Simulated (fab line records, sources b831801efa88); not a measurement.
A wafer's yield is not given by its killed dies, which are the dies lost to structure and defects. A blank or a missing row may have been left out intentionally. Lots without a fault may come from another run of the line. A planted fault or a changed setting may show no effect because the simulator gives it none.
2 desks looking at one fault | flow sky130 | only its own numbers are on each desk; what lay behind them is given at the end

== AT THE TOOL OWNER'S DESK: implanter-04 ==
The tool's own readings at SKY_LDD_LDN_IMPLANT_08, given as means over the sampled wafers that have a number, one for each lot that went through this tool. Any lot whose mean is over 4 standard deviations away from the usual mean is out of limits and marked OUT; that distance is given in the brackets.
Columns: A = dose_ions_cm2 at SKY_LDD_LDN_IMPLANT_08, usual 1.2499e+13; B = faraday_current_uA at SKY_LDD_LDN_IMPLANT_08, usual 70.6
lot  | first seen here | A                    | B
L423 | day 23 08:41    | 1.2493e+13           | 70.1
L428 | day 26 00:45    | 1.2495e+13           | 70.4
L439 | day 29 19:45    | 1.1649e+13 (-77) OUT | 66.1
L437 | day 29 21:17    | 1.1629e+13 (-79) OUT | 66.2
This desk's finding: out of limits on L437, L439; first on L439, day 29 19:45 (dose_ions_cm2 at SKY_LDD_LDN_IMPLANT_08). L423, L428: within limits.

== AT THE METROLOGY DESK ==
Means of the sampled wafers that have a number, per lot and without regard to the tool the lot ran on: this is what the gauges read. Any lot whose mean is over 4 standard deviations away from the usual mean is out of limits and marked OUT; that distance is given in the brackets.
Columns: A = LDD_HVN_OVL at SKY_LDD_HVN_OVL_MEAS_07, usual -1.0 nm; B = LDD_LDN_TW at SKY_LDD_LDN_TW_MEAS_13, usual 1477
lot  | first seen here | A    | B
L422 | day 20 10:58    | -2.8 | 1472
L423 | day 20 20:24    | -1.7 | 1482
L426 | day 23 12:39    | -1.6 | 1477
L428 | day 23 12:57    | -0.9 | 1473
L427 | day 23 13:28    | -3.0 | 1490
L429 | day 23 15:36    | -1.4 | 1488
L430 | day 24 00:52    | -2.5 | 1479
L432 | day 24 21:41    | 0.8  | 1470
L439 | day 27 10:53    | 1.0  | 1464
L437 | day 27 12:45    | -1.5 | 1464
L438 | day 27 12:55    | -0.3 | 1477
L442 | day 28 15:02    | -1.9 | 1468
L443 | day 28 16:33    | -0.4 | 1477
This desk found nothing out of limits on any of the 13 lots.

== PUT TOGETHER ==
On L437, L439, at day 29 19:45, an alarm was possible from the tool owner's desk.
The metrology desk saw nothing out of limits.
The metrology desk has L437, L439 on record, within its limits.
Every lot named ran SKY_LDD_LDN_IMPLANT_08 on implanter-04.

== WHAT THE SIMULATOR PUT IN ==
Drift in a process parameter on implanter-04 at SKY_LDD_LDN_IMPLANT_08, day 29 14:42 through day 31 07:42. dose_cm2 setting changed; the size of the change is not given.
Struck lots among those shown: L437, L439.
Each desk's first reading out of limits, in hours after the fault started: the tool owner's desk, 5.
